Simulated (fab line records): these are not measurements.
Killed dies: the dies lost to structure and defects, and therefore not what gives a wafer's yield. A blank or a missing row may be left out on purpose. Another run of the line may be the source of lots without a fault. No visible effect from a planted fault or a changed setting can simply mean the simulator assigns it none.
Which of the tools did it? / flow sky130 / 11 lots, 32 wafers sampled, at 3 steps of a route of 708

WHAT THE GAUGES READ, wafer by wafer
SKY_VIA2_CD_MEAS_12 targets a cd of 200 nm. Usual: cd_nm 200.2 nm, standard deviation 1.3.
lot=L710; measured=day 38 00:01; on=cd_sem-01; cd_nm (nm)=198.7 199.8 199.4; flag=
lot=L714; measured=day 38 19:26; on=cd_sem-02; cd_nm (nm)=202.0 203.8 202.8; flag=
lot=L715; measured=day 38 22:06; on=cd_sem-01; cd_nm (nm)=201.4 200.5 200.0; flag=
lot=L719; measured=day 38 23:32; on=cd_sem-02; cd_nm (nm)=200.6 200.8 200.6; flag=
lot=L718; measured=day 38 23:52; on=cd_sem-02; cd_nm (nm)=199.6 201.5 199.7; flag=
lot=L717; measured=day 39 01:01; on=cd_sem-02; cd_nm (nm)=201.3 199.1 200.8; flag=
lot=L724; measured=day 44 04:47; on=cd_sem-01; cd_nm (nm)=202.1 202.5 202.4; flag=
lot=L725; measured=day 44 16:38; on=cd_sem-01; cd_nm (nm)=200.6 166.2 201.4 200.6 165.8 201.3; flag=OFF
lot=L727; measured=day 44 21:16; on=cd_sem-02; cd_nm (nm)=199.5 164.9 199.5 164.6; flag=OFF
lot=L730; measured=day 44 21:54; on=cd_sem-01; cd_nm (nm)=199.0 199.1 199.4; flag=
lot=L731; measured=day 44 23:47; on=cd_sem-01; cd_nm (nm)=200.9 202.0 201.1; flag=

WHAT TOOL EACH LOT RAN ON (gives the tool, then ch and the chambers of the sampled wafers, and finally the start)
lot=L710; SKY_METAL2_SPUTTER_04=pvd_sputter-02, day 35 16:53; SKY_VIA2_EXPOSE_09=krf_scanner-01 ch 0, day 37 10:06
lot=L714; SKY_METAL2_SPUTTER_04=pvd_sputter-02, day 36 12:14; SKY_VIA2_EXPOSE_09=krf_scanner-01 ch 0, day 38 06:41
lot=L715; SKY_METAL2_SPUTTER_04=pvd_sputter-01, day 36 15:30; SKY_VIA2_EXPOSE_09=krf_scanner-01 ch 0, day 38 09:22
lot=L719; SKY_METAL2_SPUTTER_04=pvd_sputter-01, day 36 16:27; SKY_VIA2_EXPOSE_09=krf_scanner-01 ch 0, day 38 10:37
lot=L718; SKY_METAL2_SPUTTER_04=pvd_sputter-02, day 36 16:48; SKY_VIA2_EXPOSE_09=krf_scanner-01 ch 0, day 38 10:54
lot=L717; SKY_METAL2_SPUTTER_04=pvd_sputter-04, day 36 17:05; SKY_VIA2_EXPOSE_09=krf_scanner-02 ch 0, day 38 12:01
lot=L724; SKY_METAL2_SPUTTER_04=pvd_sputter-04, day 42 01:41; SKY_VIA2_EXPOSE_09=krf_scanner-01 ch 0, day 43 17:37
lot=L725; SKY_METAL2_SPUTTER_04=pvd_sputter-02, day 42 13:56; SKY_VIA2_EXPOSE_09=krf_scanner-01 ch 0, day 44 04:28
lot=L727; SKY_METAL2_SPUTTER_04=pvd_sputter-01, day 42 17:43; SKY_VIA2_EXPOSE_09=krf_scanner-01 ch 0, day 44 09:29
lot=L730; SKY_METAL2_SPUTTER_04=pvd_sputter-04, day 42 18:25; SKY_VIA2_EXPOSE_09=krf_scanner-02 ch 0, day 44 09:55
lot=L731; SKY_METAL2_SPUTTER_04=pvd_sputter-01, day 42 21:55; SKY_VIA2_EXPOSE_09=krf_scanner-02 ch 0, day 44 12:23
- SKY_METAL2_SPUTTER_04: material TiN, target thk 70 nm, time 58.3 s.
- SKY_VIA2_EXPOSE_09: exposes mask VIM2, target cd 200 nm.

WHAT THE TOOLS THEMSELVES READ (means of the sampled wafers that have a number; where no wafer has one, the mark that the record gives instead)
SKY_METAL2_SPUTTER_04. Usual: throttle_valve_pct 29.5 %, standard deviation 0.98.
lot=L710; tool=pvd_sputter-02; throttle_valve_pct (%)=30.0; flag=
lot=L714; tool=pvd_sputter-02; throttle_valve_pct (%)=29.7; flag=
lot=L715; tool=pvd_sputter-01; throttle_valve_pct (%)=29.1; flag=
lot=L719; tool=pvd_sputter-01; throttle_valve_pct (%)=28.7; flag=
lot=L718; tool=pvd_sputter-02; throttle_valve_pct (%)=29.7; flag=
lot=L717; tool=pvd_sputter-04; throttle_valve_pct (%)=30.7; flag=
lot=L724; tool=pvd_sputter-04; throttle_valve_pct (%)=29.3; flag=
lot=L725; tool=pvd_sputter-02; throttle_valve_pct (%)=30.1; flag=
lot=L727; tool=pvd_sputter-01; throttle_valve_pct (%)=29.2; flag=
lot=L730; tool=pvd_sputter-04; throttle_valve_pct (%)=30.5; flag=
lot=L731; tool=pvd_sputter-01; throttle_valve_pct (%)=28.8; flag=

THE ANSWER, worked out from the rows above alone
Rule: lot off if the mean of its wafers having a number is beyond 3 standard deviations from the usual mean. Also off: a lot with no number at a reading for which 4 or more lots have one. Where the step has rows for the other lots, those lots are counted as sound. After the gauges, taken in route order, come the tools' own readings; for these a lot's mean is taken, as printed above. The first step at which some lot is off is used, and at that step the reading that is off furthest; a lot without a number counts as furthest.
Off, at SKY_VIA2_CD_MEAS_12 on cd_nm: L725, L727.
If a tool, at a process step before that reading, ran all the lots that are off and no sound lot after the first of them, it fits. Gauges at SKY_VIA2_CD_MEAS_12: tried the same way as those tools. One fits: krf_scanner-01 at SKY_VIA2_EXPOSE_09. A fault onset in the window from L724 (day 43 17:37, its last sound lot) to L725 (day 44 04:28, its first lot off) fits.

WHAT WAS PUT IN BY THE SIMULATOR
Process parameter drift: krf_scanner-01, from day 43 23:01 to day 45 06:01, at SKY_VIA2_EXPOSE_09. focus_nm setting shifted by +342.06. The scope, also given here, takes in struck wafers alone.
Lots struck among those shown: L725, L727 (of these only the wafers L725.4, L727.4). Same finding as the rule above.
